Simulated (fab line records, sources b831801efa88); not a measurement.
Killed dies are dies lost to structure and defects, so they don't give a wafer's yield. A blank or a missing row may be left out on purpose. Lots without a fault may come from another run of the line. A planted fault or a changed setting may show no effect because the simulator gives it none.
A struck lot beside a sound one | flow sfq_line | 28 steps out of a route of 325
Sound: wafers L335.1, L335.3, L335.4. Struck: wafer L345.5. (L345.2, L345.4 of the same lot were not struck and are left out.) The cause comes at the end.
At each step with rows: each side's tool, then ch and its chambers, then its first start. Under that, the readings that differ: sound wafers | struck wafers | difference of the means | sigmas: that difference in standard deviations of wafers without a fault.
alike: readings whose means differ by less than 2 such deviations, and words and numbers that are the same on both sides. not compared: withheld readings, readings that some wafer has no value for, bounds like >300 that may hide the same value, and numbers for which the record gives no deviation and whose values overlap.
The two part at a step that has a row with sigmas, a row that says differs or no value, or rows on one side only. Numbers that don't overlap but have no deviation are shown without sigmas and don't part them. A reading that every wafer of one side lacks parts them only if that side has two wafers or more.

first, 6 steps without rows for these wafers: SFQ_TRILAYER_M0_LITHO_COAT_026 (resist thk 62 nm); SFQ_TRILAYER_M0_LITHO_COAT_021 (resist thk 600 nm); SFQ_TRILAYER_M0_LITHO_SOFTBAKE_025; SFQ_TRILAYER_M0_LITHO_EXPOSE_022 (exposes mask M0, target cd 500 nm); SFQ_TRILAYER_M0_LITHO_PEB_024 (peb time 60 s); SFQ_TRILAYER_M0_LITHO_DEVELOP_023 (time 60 s).
SFQ_M0_OVL_MEAS_906:
  sound on overlay-02, day 7 12:31; struck on overlay-01, day 10 05:37
  alike: M0_OVL
then, 1 step without rows for these wafers: SFQ_TRILAYER_M0_BARC_OPEN_METAL_ETCH_031 (etches BARC in O2, target depth 125 nm, time 41.7 s).
SFQ_TRILAYER_M0_ETCH_METAL_ETCH_024: etches Nb in Cl2/Ar, stops on SiO2, target depth 240 nm, time 120 s.
  sound on rie_metal-02 ch 0,1, day 7 12:37; struck on rie_metal-03 ch 1, day 10 05:42
  alike: drypump_motor_current_A, oes_product_au
  not compared: rf_hours_counter_h
SFQ_TRILAYER_M0_STRIP_STRIP_025: strips in O2.
  sound on rie_metal-02 ch 0,1, day 7 12:44; struck on rie_metal-03 ch 1, day 10 05:50
  reading               | sound             | struck | difference | sigmas
  oes_product_au (a.u.) | 0.979 0.999 0.976 | 1.004  | +0.019     | +2
  alike: drypump_motor_current_A
  not compared: rf_hours_counter_h
then, 1 step without rows for these wafers: SFQ_TRILAYER_M0_STRIP_SOLV_CLEAN_026 (cleans in NMP, time 600 s).
SFQ_TRILAYER_I0_DEP_PECVD_027: deposits SiO2 from SiH4/N2O, time 111.11 s, target thk 500 nm.
  sound on pecvd-03 ch 0,1, day 7 13:31; struck on pecvd-02 ch 2, day 10 06:36
  alike: heater_power_w, susceptor_temp_C, throttle_valve_pct
SFQ_TRILAYER_I0_CMP_CMP_028: polishes SiO2.
  sound on cmp-01 ch 0,2,3, day 8 02:10; struck on cmp-01 ch 1, day 10 16:10
  reading                                             | sound             | struck | difference | sigmas
  model.SiO2_of_TRILAYER_I0_DEP_PECVD_027.thk_nm (nm) | 199.4 198.8 198.5 | 216.9  | +18.0      |
  alike: motor_current_A, retaining_ring_pressure_frac, time_to_endpoint_s
SFQ_I0_BOW_MEAS_907:
  sound on film_metro-02, day 8 05:10; struck on film_metro-04, day 10 17:11
  alike: I0_BOW
SFQ_TRILAYER_I0_METRO_MEASURE_029:
  sound on film_metro-02, day 8 05:17; struck on film_metro-04, day 10 17:29
  reading     | sound             | struck | difference | sigmas
  thk_nm (nm) | 199.5 198.8 198.6 | 216.9  | +17.9      | +18
then, 6 steps without rows for these wafers: SFQ_TRILAYER_I0_VIA_LITHO_COAT_036 (resist thk 62 nm); SFQ_TRILAYER_I0_VIA_LITHO_COAT_031 (resist thk 650 nm); SFQ_TRILAYER_I0_VIA_LITHO_SOFTBAKE_035; SFQ_TRILAYER_I0_VIA_LITHO_EXPOSE_032 (exposes mask I0, target cd 500 nm); SFQ_TRILAYER_I0_VIA_LITHO_PEB_034 (peb time 60 s); SFQ_TRILAYER_I0_VIA_LITHO_DEVELOP_033 (time 60 s).
-- the record jumps here: 4 days lie between the struck wafers' starts before and after --
SFQ_I0_OVL_MEAS_908:
  sound on overlay-01, day 11 09:41; struck on overlay-01, day 14 08:02
  reading     | sound  | struck | difference | sigmas
  I0_OVL (nm) | 1 10 1 | -8     | -12        | -2
SFQ_TRILAYER_I0_VIA_BARC_OPEN_VIA_ETCH_046: etches BARC in O2, target depth 125 nm, time 41.7 s.
  sound on rie_diel-01 ch 1,2,3, day 11 09:43; struck on rie_diel-01 ch 2, day 14 08:04
  alike: drypump_motor_current_A, oes_product_au
  not compared: rf_hours_counter_h
SFQ_TRILAYER_I0_VIA_ETCH_VIA_ETCH_034: etches SiO2 in CHF3, stops on Nb, target depth 260 nm.
  sound on rie_diel-01 ch 1,2,3, day 11 09:46; struck on rie_diel-01 ch 2, day 14 08:07
  reading                        | sound             | struck | difference | sigmas
  oes_product_au (a.u.)          | 0.856 0.846 0.854 | 0.897  | +0.045     | +9
  model.etch.depth_nm (nm)       | 199.4 198.8 198.5 | 216.9  | +18.0      |
  model.I0.feature_depth_nm (nm) | 199.4 198.8 198.5 | 216.9  | +18.0      |
  alike: drypump_motor_current_A
SFQ_TRILAYER_I0_VIA_STRIP_STRIP_035: strips in O2.
  sound on rie_metal-01 ch 0,1, day 11 09:53; struck on rie_metal-04 ch 0, day 14 08:14
  alike: drypump_motor_current_A, oes_product_au
  not compared: rf_hours_counter_h
then, 1 step without rows for these wafers: SFQ_TRILAYER_I0_VIA_STRIP_SOLV_CLEAN_036 (cleans in NMP, time 600 s).
SFQ_TRILAYER_M1_DEP_PRE_CLEAN_038: time 22.5 s.
  sound on pvd_sputter-04, day 11 10:39; struck on pvd_sputter-05, day 14 09:00
  reading                                             | sound           | struck | difference | sigmas
  model.SiO2_of_TRILAYER_I0_DEP_PECVD_027.thk_nm (nm) | 191.9 191.3 191 | 209.4  | +18.0      |
then, 1 step without rows for these wafers: SFQ_TRILAYER_M1_DEP_SPUTTER_037 (material Nb, target thk 200 nm, time 133.3 s).

WHERE THEY PART
First at SFQ_TRILAYER_M0_STRIP_STRIP_025; last, within this record, at SFQ_TRILAYER_I0_VIA_ETCH_VIA_ETCH_034. Later steps at which nothing parts them and some readings are alike: SFQ_TRILAYER_I0_VIA_STRIP_STRIP_035.

WHY: what the simulator had put in
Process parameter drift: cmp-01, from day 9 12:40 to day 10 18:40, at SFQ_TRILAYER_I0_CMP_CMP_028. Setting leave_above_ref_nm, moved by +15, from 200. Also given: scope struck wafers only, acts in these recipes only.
